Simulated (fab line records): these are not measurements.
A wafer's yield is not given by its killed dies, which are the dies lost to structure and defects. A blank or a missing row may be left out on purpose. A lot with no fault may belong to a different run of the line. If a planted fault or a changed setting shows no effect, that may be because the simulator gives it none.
Chamber matching :: flow gf180mcu :: GF_V4_CMP_04 on cmp-02 has 4 sister chambers
The step polishes SiO2. 16 wafers are shown with their chamber, then 8 later ones without.

WAFERS PAIRED WITH THEIR CHAMBERS
wafer: L909.1
chamber: 1
motor current A (A): 9.7
time to endpoint s (s): 67

wafer: L909.2
chamber: 3
motor current A (A): 9.6
time to endpoint s (s): 72

wafer: L909.6
chamber: 3
motor current A (A): 10.1
time to endpoint s (s): 81

wafer: L910.2
chamber: 0
motor current A (A): 10.8
time to endpoint s (s): 72

wafer: L910.4
chamber: 2
motor current A (A): 12.9
time to endpoint s (s): 84

wafer: L910.5
chamber: 0
motor current A (A): 11.2
time to endpoint s (s): 80

wafer: L913.1
chamber: 1
motor current A (A): 9.8
time to endpoint s (s): 66

wafer: L913.2
chamber: 0
motor current A (A): 10.1
time to endpoint s (s): 77

wafer: L913.6
chamber: 1
motor current A (A): 9.9
time to endpoint s (s): 74

wafer: L914.1
chamber: 2
motor current A (A): 11.9
time to endpoint s (s): 72

wafer: L914.3
chamber: 1
motor current A (A): 10.5
time to endpoint s (s): 71

wafer: L914.4
chamber: 0
motor current A (A): 11.0
time to endpoint s (s): 78

wafer: L916.2
chamber: 2
motor current A (A): 12.3
time to endpoint s (s): 77

wafer: L916.4
chamber: 1
motor current A (A): 9.4
time to endpoint s (s): 76

wafer: L916.5
chamber: 3
motor current A (A): 10.1
time to endpoint s (s): 86

wafer: L920.1
chamber: 3
motor current A (A): 10.1
time to endpoint s (s): 87

SIGNATURES (means of the wafers above)
reading: motor current A
chamber 0: 10.775
chamber 1: 9.860
chamber 2: 12.367
chamber 3: 9.975
scatter within a chamber: 0.412

reading: time to endpoint s
chamber 0: 76.75
chamber 1: 70.80
chamber 2: 77.67
chamber 3: 81.50
scatter within a chamber: 5.19
Rule: distance of a wafer from a chamber = root of the sum over the readings of ((wafer's reading minus chamber's mean) / reading's scatter) squared. If the next closest chamber is less than 2 further off than the closest, the wafer can't be placed; otherwise it belongs to the closest. The scatter: take each reading less its chamber's mean, square it, sum over the shown wafers, divide by the number of wafers less the number of chambers, and take the root.

WAFERS WITHOUT THEIR CHAMBER
wafer: L920.2
motor current A (A): 10.8
time to endpoint s (s): 82

wafer: L920.3
motor current A (A): 9.8
time to endpoint s (s): 76

wafer: L930.1
motor current A (A): 10.4
time to endpoint s (s): 75

wafer: L930.4
motor current A (A): 12.0
time to endpoint s (s): 82

wafer: L930.5
motor current A (A): 10.4
time to endpoint s (s): 91

wafer: L931.2
motor current A (A): 9.3
time to endpoint s (s): 74

wafer: L931.4
motor current A (A): 10.1
time to endpoint s (s): 90

wafer: L931.5
motor current A (A): 9.7
time to endpoint s (s): 80

WHICH CHAMBER EACH ONE RAN IN
wafer: L920.2
from the rows above: can't be placed: 0 or 3
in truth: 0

wafer: L920.3
from the rows above: can't be placed: 1 or 3 or 0
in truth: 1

wafer: L930.1
from the rows above: can't be placed: 0 or 1 or 3
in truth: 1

wafer: L930.4
from the rows above: can't be placed: 2 or 0
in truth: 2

wafer: L930.5
from the rows above: can't be placed: 3 or 0
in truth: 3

wafer: L931.2
from the rows above: can't be placed: 1 or 3
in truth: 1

wafer: L931.4
from the rows above: can't be placed: 3 or 0
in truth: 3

wafer: L931.5
from the rows above: can't be placed: 3 or 1 or 0
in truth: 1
Correct placement for 0 of the 8. Cannot be placed on the basis of these rows: 8; the candidates contain the true chamber in 8. Number placed wrongly: 0.
